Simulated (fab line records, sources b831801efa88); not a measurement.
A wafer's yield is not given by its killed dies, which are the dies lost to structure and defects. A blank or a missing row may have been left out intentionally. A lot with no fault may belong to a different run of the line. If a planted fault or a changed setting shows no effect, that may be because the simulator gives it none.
A lot that was struck, set against a sound lot -- flow sky130 -- 14 out of 708 route steps
Sound: the wafers L201.1, L201.3, L201.6. Wafers struck: L194.4, L194.5, L194.6. The cause is given at the end.
Each step with rows lists, per side, the tool, then ch with its chambers, then its first start. Under that, the readings that differ: sound wafers -- struck wafers -- difference of the means -- sigmas: that difference in standard deviations of wafers without a fault.
alike: readings whose means differ by less than 2 such deviations, and words and numbers that are the same on both sides. not compared: withheld readings, readings that some wafer has no value for, bounds like >300 that may hide the same value, and numbers for which the record gives no deviation and whose values overlap.
The two part at a step that has a row with sigmas, a row that says differs or no value, or rows on one side only. Non-overlapping numbers with no deviation appear without sigmas and do not part them. Lack of a reading on every wafer of one side parts them only where that side has two or more wafers.

SKY_METAL2_SPUTTER_01: material TiN, target thk 20 nm, time 16.7 s.
  struck on pvd-sputter-04, day 35 04:10; sound on pvd-sputter-03, day 37 09:06
  alike: throttle-valve-pct
SKY_METAL2_SPUTTER_02: material AlCu, target thk 250 nm, time 13.3 s.
  struck on pvd-sputter-04, day 35 04:12; sound on pvd-sputter-03, day 37 09:08
  alike: throttle-valve-pct
SKY_METAL2_SPUTTER_03: material Ti, target thk 5 nm, time 3.3 s.
  struck on pvd-sputter-04, day 35 04:13; sound on pvd-sputter-03, day 37 09:09
  alike: throttle-valve-pct
SKY_METAL2_SPUTTER_04: material TiN, target thk 70 nm, time 58.3 s.
  struck on pvd-sputter-04, day 35 04:14; sound on pvd-sputter-03, day 37 09:10
  alike: throttle-valve-pct
SKY_METAL2_RS_MEAS_05: measures by four-point-probe.
  struck on film-metro-01, day 35 04:21; sound on film-metro-01, day 37 09:13
  alike: METAL2_ALCU_RS
SKY_METAL2_THK_MEAS_06: measures by xrf.
  struck on film-metro-01, day 35 04:26; sound on film-metro-01, day 37 09:20
  alike: METAL2_ALCU_THK
then, 6 steps without rows for these wafers: SKY_METAL2_DEHYDRATE_07 (time 60 s); SKY_METAL2_HMDS_08 (prime time 60 s); SKY_METAL2_COAT_09 (resist thk 60 nm); SKY_METAL2_COAT_10 (resist thk 450 nm); SKY_METAL2_SOFTBAKE_11 (time 90 s); SKY_METAL2_EXPOSE_12 (exposes mask MM2, target cd 140 nm).
SKY_METAL2_PEB_13:
  sound on litho-track-03 ch 0, day 38 10:00; struck on litho-track-04, day 36 06:00
reading,sound,struck,difference,sigmas
exhaust-pa (Pa),44.7 44.0 44.0,- - -,no value on the struck wafers,
  not compared: chill-plate-temp-C, resist-line-temp-C
then, 1 step without rows for these wafers: SKY_METAL2_DEVELOP_14 (develop time 60 s).

== WHERE THEY PART ==
Within this record, at SKY_METAL2_PEB_13 only.

WHY: what the simulator had put in
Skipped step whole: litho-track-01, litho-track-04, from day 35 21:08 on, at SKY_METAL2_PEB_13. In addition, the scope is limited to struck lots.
